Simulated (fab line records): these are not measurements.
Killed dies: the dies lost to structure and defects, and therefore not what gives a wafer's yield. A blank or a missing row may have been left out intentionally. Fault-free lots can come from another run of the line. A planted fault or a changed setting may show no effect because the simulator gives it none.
Split-lot trial / flow sfqLine / 5 lots, 23 wafers read, on a route of 325 steps

## SPLIT DETAILS
At SFQ_TRILAYER_I6_VIA_LITHO_COAT_174 (resist thk 62 nm), the setting spinRpm was moved away from the recipe's 3000 rpm on 7 of the 23 wafers read, by -3.7% to -2.7%. This setting was run at the recipe's value on the other wafers.

The split's own step is where the reading is taken.

## THE READING
BARC_of_TRILAYER_I6_VIA_LITHO_COAT_174.thkNm (the simulator's own value, which no gauge read), in nm, at SFQ_TRILAYER_I6_VIA_LITHO_COAT_174 (resist thk 62 nm). No usual value for it is given in the file. Across the 16 wafers here that went through the recipe, the average is 61.99 nm and the standard deviation 0.13 nm.

wafer=L076.1; tool, chamber at the split=lithoTrack-01, 0; spinRpm as run, rpm=2899; against the recipe=-3.4%; BARC_of_TRILAYER_I6_VIA_LITHO_COAT_174.thkNm, nm=62.99; against lot-mates on the recipe=+0.98
wafer=L076.2; tool, chamber at the split=lithoTrack-01, 0; spinRpm as run, rpm=3000; against the recipe=recipe; BARC_of_TRILAYER_I6_VIA_LITHO_COAT_174.thkNm, nm=62.1; against lot-mates on the recipe=-
wafer=L076.3; tool, chamber at the split=lithoTrack-01, 0; spinRpm as run, rpm=2899; against the recipe=-3.4%; BARC_of_TRILAYER_I6_VIA_LITHO_COAT_174.thkNm, nm=63.16; against lot-mates on the recipe=+1.14
wafer=L076.4; tool, chamber at the split=lithoTrack-01, 0; spinRpm as run, rpm=3000; against the recipe=recipe; BARC_of_TRILAYER_I6_VIA_LITHO_COAT_174.thkNm, nm=61.93; against lot-mates on the recipe=-
wafer=L076.6; tool, chamber at the split=lithoTrack-01, 0; spinRpm as run, rpm=2899; against the recipe=-3.4%; BARC_of_TRILAYER_I6_VIA_LITHO_COAT_174.thkNm, nm=63.21; against lot-mates on the recipe=+1.20
wafer=L078.1; tool, chamber at the split=lithoTrack-04, 0; spinRpm as run, rpm=3000; against the recipe=recipe; BARC_of_TRILAYER_I6_VIA_LITHO_COAT_174.thkNm, nm=61.94; against lot-mates on the recipe=-
wafer=L078.2; tool, chamber at the split=lithoTrack-04, 0; spinRpm as run, rpm=3000; against the recipe=recipe; BARC_of_TRILAYER_I6_VIA_LITHO_COAT_174.thkNm, nm=61.83; against lot-mates on the recipe=-
wafer=L078.4; tool, chamber at the split=lithoTrack-04, 0; spinRpm as run, rpm=2890; against the recipe=-3.7%; BARC_of_TRILAYER_I6_VIA_LITHO_COAT_174.thkNm, nm=63.13; against lot-mates on the recipe=+1.24
wafer=L078.5; tool, chamber at the split=lithoTrack-04, 0; spinRpm as run, rpm=2890; against the recipe=-3.7%; BARC_of_TRILAYER_I6_VIA_LITHO_COAT_174.thkNm, nm=62.88; against lot-mates on the recipe=+0.99
wafer=L078.6; tool, chamber at the split=lithoTrack-04, 0; spinRpm as run, rpm=3000; against the recipe=recipe; BARC_of_TRILAYER_I6_VIA_LITHO_COAT_174.thkNm, nm=61.9; against lot-mates on the recipe=-
wafer=L079.2; tool, chamber at the split=lithoTrack-04, 0; spinRpm as run, rpm=3000; against the recipe=recipe; BARC_of_TRILAYER_I6_VIA_LITHO_COAT_174.thkNm, nm=61.87; against lot-mates on the recipe=-
wafer=L079.3; tool, chamber at the split=lithoTrack-04, 0; spinRpm as run, rpm=3000; against the recipe=recipe; BARC_of_TRILAYER_I6_VIA_LITHO_COAT_174.thkNm, nm=61.92; against lot-mates on the recipe=-
wafer=L079.5; tool, chamber at the split=lithoTrack-04, 0; spinRpm as run, rpm=3000; against the recipe=recipe; BARC_of_TRILAYER_I6_VIA_LITHO_COAT_174.thkNm, nm=61.76; against lot-mates on the recipe=-
wafer=L080.1; tool, chamber at the split=lithoTrack-02, 0; spinRpm as run, rpm=3000; against the recipe=recipe; BARC_of_TRILAYER_I6_VIA_LITHO_COAT_174.thkNm, nm=62.11; against lot-mates on the recipe=-
wafer=L080.3; tool, chamber at the split=lithoTrack-02, 0; spinRpm as run, rpm=3000; against the recipe=recipe; BARC_of_TRILAYER_I6_VIA_LITHO_COAT_174.thkNm, nm=62.05; against lot-mates on the recipe=-
wafer=L080.4; tool, chamber at the split=lithoTrack-02, 0; spinRpm as run, rpm=3000; against the recipe=recipe; BARC_of_TRILAYER_I6_VIA_LITHO_COAT_174.thkNm, nm=62.12; against lot-mates on the recipe=-
wafer=L080.5; tool, chamber at the split=lithoTrack-02, 0; spinRpm as run, rpm=3000; against the recipe=recipe; BARC_of_TRILAYER_I6_VIA_LITHO_COAT_174.thkNm, nm=62.13; against lot-mates on the recipe=-
wafer=L080.6; tool, chamber at the split=lithoTrack-02, 0; spinRpm as run, rpm=3000; against the recipe=recipe; BARC_of_TRILAYER_I6_VIA_LITHO_COAT_174.thkNm, nm=61.97; against lot-mates on the recipe=-
wafer=L081.1; tool, chamber at the split=lithoTrack-04, 0; spinRpm as run, rpm=2918; against the recipe=-2.7%; BARC_of_TRILAYER_I6_VIA_LITHO_COAT_174.thkNm, nm=62.91; against lot-mates on the recipe=+0.83
wafer=L081.2; tool, chamber at the split=lithoTrack-04, 0; spinRpm as run, rpm=3000; against the recipe=recipe; BARC_of_TRILAYER_I6_VIA_LITHO_COAT_174.thkNm, nm=62.27; against lot-mates on the recipe=-
wafer=L081.4; tool, chamber at the split=lithoTrack-04, 0; spinRpm as run, rpm=3000; against the recipe=recipe; BARC_of_TRILAYER_I6_VIA_LITHO_COAT_174.thkNm, nm=62.06; against lot-mates on the recipe=-
wafer=L081.5; tool, chamber at the split=lithoTrack-04, 0; spinRpm as run, rpm=3000; against the recipe=recipe; BARC_of_TRILAYER_I6_VIA_LITHO_COAT_174.thkNm, nm=61.92; against lot-mates on the recipe=-
wafer=L081.6; tool, chamber at the split=lithoTrack-04, 0; spinRpm as run, rpm=2918; against the recipe=-2.7%; BARC_of_TRILAYER_I6_VIA_LITHO_COAT_174.thkNm, nm=63.19; against lot-mates on the recipe=+1.11

FIT RESULTS
A straight line over all 23 wafers: BARC_of_TRILAYER_I6_VIA_LITHO_COAT_174.thkNm changes by -0.323 nm for each +1% of spinRpm; r = -0.96; the points scatter about the line by 0.15 nm.
The same after taking each lot's own level away (the mean of its wafers on the recipe; 23 wafers): -0.324 nm for each +1%; r = -0.98; scatter 0.11 nm.
On that fit, the largest move of spinRpm shifts the reading by 1.2 nm.
The lots' own levels span 61.850 to 62.083 nm, that is 1.8 times the standard deviation above.
Hence the lot-to-lot level has little effect on the slope; both slopes agree.
Check: +1.18 nm against its lot-mates is what the line predicts for one of the wafers moved furthest among these (-3.7%) when that wafer is left out of the fit. It came out at +1.24 nm against them.

## ADDITIONAL SPLITS CARRIED BY THESE WAFERS
Other splits were also applied to these wafers ahead of the reading. Each is held against what the fit with the lots' levels taken away leaves over:
other split on the same wafers=SFQ_TRILAYER_R5_LITHO_PEB_139 pebTimeS; wafers away from the commonest value=8; r with BARC_of_TRILAYER_I6_VIA_LITHO_COAT_174.thkNm (lot level and that fit taken away)=+0.07
other split on the same wafers=SFQ_TRILAYER_C5_LITHO_COAT_156 spinRpm; wafers away from the commonest value=4; r with BARC_of_TRILAYER_I6_VIA_LITHO_COAT_174.thkNm (lot level and that fit taken away)=-0.44
other split on the same wafers=SFQ_TRILAYER_M6_LITHO_COAT_159 spinRpm; wafers away from the commonest value=4; r with BARC_of_TRILAYER_I6_VIA_LITHO_COAT_174.thkNm (lot level and that fit taken away)=-0.26
other split on the same wafers=SFQ_TRILAYER_M6_LITHO_PEB_162 pebTempC; wafers away from the commonest value=8; r with BARC_of_TRILAYER_I6_VIA_LITHO_COAT_174.thkNm (lot level and that fit taken away)=+0.18

## FILE'S OWN FIT
BARC_of_TRILAYER_I6_VIA_LITHO_COAT_174.thkNm changes by -0.324 nm for each +1% of spinRpm, r = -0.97.
